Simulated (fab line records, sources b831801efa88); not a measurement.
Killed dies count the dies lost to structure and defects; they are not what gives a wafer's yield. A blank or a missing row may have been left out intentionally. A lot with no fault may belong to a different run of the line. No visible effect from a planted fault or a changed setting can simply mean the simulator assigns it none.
Chamber matching -- flow sfq line -- SFQ_TRILAYER_I0_VIA_BARC_OPEN_VIA_ETCH_046 on rie diel-02: 4 sister chambers
The step etches BARC in O2, target depth 125 nm, time 41.7 s. 4 wafers are shown with their chamber, then 7 later ones without.

## WAFERS PAIRED WITH THEIR CHAMBERS
wafer,chamber,drypump motor current A (A)
L601.3,0,6.1
L601.5,1,5.4
L602.4,2,5.8
L602.5,3,5.8

## WAFERS WITH NO CHAMBER GIVEN
wafer,drypump motor current A (A)
L602.6,5.8
L615.2,5.8
L615.4,6.1
L615.6,5.4
L616.1,5.4
L616.3,5.8
L616.5,5.9

## WHICH CHAMBER EACH ONE RAN IN
wafer,from the rows above,in truth
L602.6,can't be placed: 2 or 3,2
L615.2,can't be placed: 2 or 3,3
L615.4,0,0
L615.6,1,1
L616.1,1,1
L616.3,can't be placed: 2 or 3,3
L616.5,can't be placed: 2 or 3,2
3 of 7 placed correctly. From these rows, 4 cannot be placed; in 4 the true chamber is one of the candidates. Number placed wrongly: 0.
How it was worked out, from the rows above alone: a wafer's distance from a chamber is the root of the sum, over the readings, of the square of ((its reading less the chamber's mean) divided by the reading's scatter). The wafer belongs to the nearest chamber; if the next one is less than 2 further off, it can't be placed. The mean given for a chamber averages the wafers shown for that chamber. The scatter: root of mean squared gap, hidden wafer to nearest shown wafer, with one shown wafer a chamber.
